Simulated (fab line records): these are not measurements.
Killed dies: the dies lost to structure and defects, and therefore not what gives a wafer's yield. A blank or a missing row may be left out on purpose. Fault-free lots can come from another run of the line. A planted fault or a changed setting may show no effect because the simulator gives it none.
fab line records    flow gf180mcu
record: lots: 15  wafers: 45  last-day: 34
route steps=602 shown V4@499 MIM@507
lots with no fault: from the same line, run without faults
start-h: start of the lot's first displayed wafer, in hours after the record's first day    wait-h: hours elapsed since this lot's preceding step    " identical to the entry in the row above    L1.1+2: a single row standing in for several wafers    - no value, or no start given    * or withheld: withheld    < > ~ a bound
route shown NAME@n: names a module that has steps shown in the file, with the first one's number in the route    usual: the fault-free wafers' mean and standard deviation    same: alike in all rows    chamber/n: place in a boat    sites: per-site readings    _std_site: their standard deviation    _edge_site: mean of outer sites minus mean of inner sites    radius-mm: for every site, how far away it sits from the centre of the wafer    mask NAME#n: copy n    behind: the tool/chamber that last shaped the wafer    hold: what put the lot on hold/how long, in hours/how the hold closed    device: the n, p or np transistor that did not switch    end of line: the route-end tests of the same wafers    where a step has no rows: the recipe by itself    killed: dies that structure and defects cost at the first sort, which is not the same as the wafer's yield    map: a wafer's dies, marking killed ones x, the rest . and places with no die _
set.NAME: setting as actually run; set.NAME@STEP: the setting as run at that earlier step    model.NAME: the simulator's own value behind a step, which no gauge read
steps of the route over a sample of lots; a table a step, a row a wafer
services: the hour from which a tool's chamber was out of use, counted from the record's first day as start-h (under 0 if before that day), plus the number of hours and why
== steps ==
step: GF_V4_CVD_23
recipe: material: W  target-thk-nm: 350  time-s: 104.9  temp-c: 400  pressure-torr: 40
usual: heater-power-outer-w: 514/21  heater-power-w: 835/32
lot.wafer  tool      chamber  start-h  wait-h  heater-power-outer-w  heater-power-w
L676.1     cvd-w-02  0        570.51   0.0     514                   875
L676.5     "         1        "        "       478                   827
L676.6     "         0        "        "       514                   882
L677.4     cvd-w-02  1        588.28   0.1     467                   826
L677.5     "         0        "        "       516                   886
L677.6     "         1        "        "       472                   810
L678.1     cvd-w-01  1        593.39   0.0     529                   821
L678.3     "         0        "        "       508                   811
L678.5     "         1        "        "       535                   845
L680.1     cvd-w-02  0        603.97   0.0     514                   891
L680.2     "         1        "        "       470                   839
L680.3     "         0        "        "       522                   885
L683.2     cvd-w-01  1        632.77   0.0     539                   829
L683.5     "         0        "        "       514                   822
L683.6     "         1        "        "       539                   809
L684.1     cvd-w-01  0        638.74   0.0     512                   805
L684.3     "         1        "        "       528                   838
L684.6     "         1        "        "       529                   816
L685.2     cvd-w-01  1        645.12   0.0     537                   815
L685.3     "         0        "        "       510                   818
L685.4     "         1        "        "       543                   824
L688.1     cvd-w-01  1        664.82   0.0     537                   813
L688.2     "         0        "        "       514                   832
L688.6     "         1        "        "       525                   836
L691.2     cvd-w-02  0        685.25   0.0     516                   892
L691.3     "         1        "        "       471                   836
L691.4     "         0        "        "       526                   913
L692.1     cvd-w-02  0        691.52   0.0     526                   905
L692.4     "         0        "        "       527                   926
L692.6     "         1        "        "       481                   839
L693.1     cvd-w-02  0        698.58   0.0     519                   910
L693.3     "         0        "        "       502                   898
L693.6     "         0        "        "       514                   893
L695.2     cvd-w-01  1        708.67   0.0     537                   834
L695.3     "         1        "        "       548                   841
L695.6     "         1        "        "       525                   830
L696.2     cvd-w-01  1        718.09   0.0     545                   798
L696.3     "         0        "        "       523                   829
L696.4     "         1        "        "       539                   836
L697.3     cvd-w-01  1        722.53   0.1     525                   840
L697.4     "         0        "        "       515                   805
L697.5     "         1        "        "       558                   833
L698.1     cvd-w-01  0        730.80   0.0     513                   804
L698.3     "         0        "        "       502                   832
L698.4     "         1        "        "       547                   805
step: GF_V4_RS_MEAS_24
recipe: thk-meas-gauge: four-point-probe  reads: W_of_V4_CVD_23+TiN_of_V4_SPUTTER_22+Ti_of_V4_SPUTTER_21
usual: V4_W_RS: 0.329/0.0042
lot.wafer  tool           chamber  start-h  wait-h  V4_W_RS[ohm/sq]
L676.1     film-metro-01  -        570.62   0.1     0.333
L676.5     "              -        "        "       0.322
L676.6     "              -        "        "       0.329
L677.4     film-metro-04  -        588.42   0.1     0.321
L677.5     "              -        "        "       0.330
L677.6     "              -        "        "       0.325
L678.1     film-metro-01  -        593.51   0.1     0.329
L678.3     "              -        "        "       0.326
L678.5     "              -        "        "       0.329
L680.1     film-metro-04  -        604.09   0.1     0.328
L680.2     "              -        "        "       0.321
L680.3     "              -        "        "       0.327
L683.2     film-metro-01  -        632.91   0.1     0.329
L683.5     "              -        "        "       0.331
L683.6     "              -        "        "       0.329
L684.1     film-metro-02  -        638.86   0.1     0.329
L684.3     "              -        "        "       0.329
L684.6     "              -        "        "       0.330
L685.2     film-metro-04  -        645.26   0.1     0.331
L685.3     "              -        "        "       0.330
L685.4     "              -        "        "       0.333
L688.1     film-metro-04  -        664.94   0.1     0.335
L688.2     "              -        "        "       0.334
L688.6     "              -        "        "       0.333
L691.2     film-metro-01  -        685.38   0.1     0.326
L691.3     "              -        "        "       0.327
L691.4     "              -        "        "       0.326
L692.1     film-metro-04  -        691.63   0.1     0.321
L692.4     "              -        "        "       0.326
L692.6     "              -        "        "       0.321
L693.1     film-metro-04  -        698.69   0.1     0.320
L693.3     "              -        "        "       0.325
L693.6     "              -        "        "       0.326
L695.2     film-metro-01  -        708.81   0.1     0.331
L695.3     "              -        "        "       0.330
L695.6     "              -        "        "       0.336
L696.2     film-metro-01  -        718.23   0.1     0.329
L696.3     "              -        "        "       0.330
L696.4     "              -        "        "       0.328
L697.3     film-metro-04  -        722.65   0.1     0.337
L697.4     "              -        "        "       0.338
L697.5     "              -        "        "       0.334
L698.1     film-metro-04  -        730.91   0.1     0.328
L698.3     "              -        "        "       0.329
L698.4     "              -        "        "       0.326
step: GF_MIM_SPUTTER_04
recipe: material: TiN  target-thk-nm: 50  power-w: 6500  time-s: 41.7  chamber-pressure-pa: 0.4
usual: cathode-dc-power-W: 6500.2/1  chamber-pressure-pa: 0.3998/0.00085  throttle-valve-pct: 30.4/1.2
lot.wafer  tool            chamber  start-h  wait-h  cathode-dc-power-W  chamber-pressure-pa  throttle-valve-pct
L676.1     pvd-sputter-01  -        571.28   0.0     6502.2              0.3999               30.4
L676.5     "               -        "        "       6500.2              0.3997               30.6
L676.6     "               -        "        "       6498.1              0.3998               30.3
L677.4     pvd-sputter-03  -        589.02   0.0     -                   -                    -
L677.5     "               -        "        "       -                   -                    -
L677.6     "               -        "        "       -                   -                    -
L678.1     pvd-sputter-03  -        594.17   0.0     -                   -                    -
L678.3     "               -        "        "       -                   -                    -
L678.5     "               -        "        "       -                   -                    -
L680.1     pvd-sputter-03  -        604.75   0.0     -                   -                    -
L680.2     "               -        "        "       -                   -                    -
L680.3     "               -        "        "       -                   -                    -
L683.2     pvd-sputter-01  -        633.55   0.0     6500.9              0.3978               31.5
L683.5     "               -        "        "       6501.4              0.3992               31.4
L683.6     "               -        "        "       6500.5              0.3994               31.0
L684.1     pvd-sputter-03  -        639.52   0.0     6499.3              0.3995               29.9
L684.3     "               -        "        "       6501.8              0.3998               31.1
L684.6     "               -        "        "       6500.3              0.4016               31.3
L685.2     pvd-sputter-03  -        645.90   0.0     6501.3              0.3992               29.5
L685.3     "               -        "        "       6499.8              0.4011               31.1
L685.4     "               -        "        "       6497.4              0.3994               29.7
L688.1     pvd-sputter-01  -        665.60   0.0     6502.1              0.3994               29.1
L688.2     "               -        "        "       6500.8              0.3993               31.3
L688.6     "               -        "        "       6500.3              0.4002               30.6
L691.2     pvd-sputter-04  -        686.02   0.0     6500.4              0.4005               29.7
L691.3     "               -        "        "       6499.6              0.4004               32.4
L691.4     "               -        "        "       6500.6              0.3995               28.1
L692.1     pvd-sputter-04  -        692.30   0.0     6500.3              0.3992               32.5
L692.4     "               -        "        "       6500.3              0.4021               28.0
L692.6     "               -        "        "       6501.7              0.3991               28.1
L693.1     pvd-sputter-04  -        699.36   0.0     6501.4              0.4006               32.3
L693.3     "               -        "        "       6500.6              0.3991               29.6
L693.6     "               -        "        "       6500.2              0.3992               32.5
L695.2     pvd-sputter-03  -        709.45   0.0     6498.7              0.4010               30.9
L695.3     "               -        "        "       6499.1              0.3998               31.0
L695.6     "               -        "        "       6500.7              0.3986               31.2
L696.2     pvd-sputter-01  -        718.87   0.0     6499.4              0.4005               31.5
L696.3     "               -        "        "       6500.5              0.3993               29.2
L696.4     "               -        "        "       6498.4              0.3996               30.1
L697.3     pvd-sputter-04  -        723.27   0.0     6499.5              0.3985               27.6
L697.4     "               -        "        "       6499.7              0.3998               32.3
L697.5     "               -        "        "       6500.9              0.3993               32.4
L698.1     pvd-sputter-04  -        731.57   0.0     6501.1              0.4005               28.1
L698.3     "               -        "        "       6500.1              0.3999               29.5
L698.4     "               -        "        "       6501.9              0.3994               32.6
step: GF_MIM_SPUTTER_09
recipe: material: TiN  target-thk-nm: 35  power-w: 6500  time-s: 29.2  chamber-pressure-pa: 0.4
usual: cathode-dc-power-W: 6499.9/1.1  chamber-pressure-pa: 0.4001/0.00081  throttle-valve-pct: 30.5/1.2
lot.wafer  tool            chamber  start-h  wait-h  cathode-dc-power-W  chamber-pressure-pa  throttle-valve-pct
L676.1     pvd-sputter-03  -        571.48   0.0     6499.3              0.4009               30.8
L676.5     "               -        "        "       6499.8              0.4005               30.4
L676.6     "               -        "        "       6499.1              0.4003               31.1
L677.4     pvd-sputter-04  -        589.22   0.0     6502.3              0.3994               29.4
L677.5     "               -        "        "       6499.8              0.3994               31.4
L677.6     "               -        "        "       6498.8              0.4012               28.0
L678.1     pvd-sputter-04  -        594.37   0.0     6499.9              0.4004               32.3
L678.3     "               -        "        "       6500.8              0.3991               31.5
L678.5     "               -        "        "       6500.1              0.3988               27.8
L680.1     pvd-sputter-04  -        604.95   0.0     6499.0              0.4010               32.2
L680.2     "               -        "        "       6502.3              0.4007               29.6
L680.3     "               -        "        "       6499.3              0.3990               31.6
L683.2     pvd-sputter-04  -        633.75   0.0     6499.8              0.4012               32.5
L683.5     "               -        "        "       6498.3              0.3994               29.5
L683.6     "               -        "        "       6500.9              0.4010               32.1
L684.1     pvd-sputter-01  -        639.72   0.0     6499.5              0.4001               29.0
L684.3     "               -        "        "       6498.5              0.4010               30.2
L684.6     "               -        "        "       6500.9              0.4011               30.6
L685.2     pvd-sputter-01  -        646.10   0.0     6500.2              0.4002               30.7
L685.3     "               -        "        "       6497.9              0.3989               31.6
L685.4     "               -        "        "       6498.4              0.3993               30.4
L688.1     pvd-sputter-04  -        665.80   0.0     6499.6              0.4013               27.9
L688.2     "               -        "        "       6499.2              0.4012               31.5
L688.6     "               -        "        "       6500.0              0.4004               32.6
L691.2     pvd-sputter-03  -        686.22   0.0     6502.7              0.3999               30.1
L691.3     "               -        "        "       6498.9              0.4002               30.5
L691.4     "               -        "        "       6499.4              0.3998               30.7
L692.1     pvd-sputter-01  -        692.50   0.0     6500.2              0.3999               30.6
L692.4     "               -        "        "       6497.5              0.4000               30.6
L692.6     "               -        "        "       6499.0              0.4010               30.8
L693.1     pvd-sputter-03  -        699.55   0.0     6501.9              0.4005               31.0
L693.3     "               -        "        "       6499.2              0.3998               30.4
L693.6     "               -        "        "       6500.3              0.4001               29.8
L695.2     pvd-sputter-04  -        709.65   0.0     6500.4              0.3990               29.3
L695.3     "               -        "        "       6500.8              0.3994               31.5
L695.6     "               -        "        "       6498.2              0.3978               31.4
L696.2     pvd-sputter-04  -        719.07   0.0     6500.7              0.4002               32.5
L696.3     "               -        "        "       6499.7              0.3999               31.6
L696.4     "               -        "        "       6500.0              0.3990               29.5
L697.3     pvd-sputter-01  -        723.47   0.0     6499.4              0.4001               31.6
L697.4     "               -        "        "       6499.3              0.3985               30.4
L697.5     "               -        "        "       6499.3              0.4006               30.4
L698.1     pvd-sputter-01  -        731.77   0.0     6500.1              0.4008               31.1
L698.3     "               -        "        "       6501.8              0.4002               30.4
L698.4     "               -        "        "       6499.7              0.3998               31.5
== services ==
tool            chamber  start-h  hours  kind
pvd-sputter-04  -        559.59   5.6    repair
pvd-sputter-01  -        587.82   0.8    repair
cvd-w-02        -        617.30   28.1   pm
cvd-w-01        -        635.87   1.1    repair
cvd-w-01        1        647.15   7.2    repair
cvd-w-02        -        649.68   14.6   pm
pvd-sputter-01  -        658.73   1.8    repair
cvd-w-02        -        664.73   0.3    repair
pvd-sputter-03  -        668.18   1.5    repair
pvd-sputter-01  -        699.10   2.0    repair
pvd-sputter-04  -        710.24   6.1    repair
== key ==
first-sign: step: GF_MIM_SPUTTER_04  reading: tool-record  direction: missing
effect none on later readings
met-at GF_MIM_SPUTTER_04
struck-lots L677,L678,L680
later-rows-left-out L677.4,L677.5,L677.6,L678.1,L678.3,L678.5,L680.1,L680.2,L680.3
sort-left-out L677.4,L677.5,L677.6,L678.1,L678.3,L678.5,L680.1,L680.2,L680.3
tester-left-out L678,L680
not-acting-at GF_V4_CVD_23,GF_V4_RS_MEAS_24,GF_MIM_SPUTTER_09
earlier-fault: kind: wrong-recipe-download  tool: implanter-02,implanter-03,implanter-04  chamber: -  onset-h: 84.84  steps: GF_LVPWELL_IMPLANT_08  wrong-recipe.not-listed: 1
earlier-fault: kind: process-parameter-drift  tool: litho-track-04  chamber: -  onset-h: 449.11  steps: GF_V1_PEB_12  channel: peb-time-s  offset: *  shape: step  acts-in: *  stated: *
fault: kind: skipped-step-whole  tool: pvd-sputter-03  chamber: -  onset-h: 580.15  steps: GF_MIM_SPUTTER_04  scope: struck-lots-only
tester-left-out: of these lots the tester's yield and bins aren't shown, on N5 and GAA mostly nor the transistor test; their killed dies are dies lost to structure and defects alone, not to doping, threshold or leakage, so they don't give the yield
sort-left-out: the simulated sort isn't trusted on such a fault, so these wafers' sort isn't shown, and their yield isn't known
later-rows-left-out: the simulator's readings of these wafers behind a module that went badly wrong aren't trusted and aren't shown, but for the sort
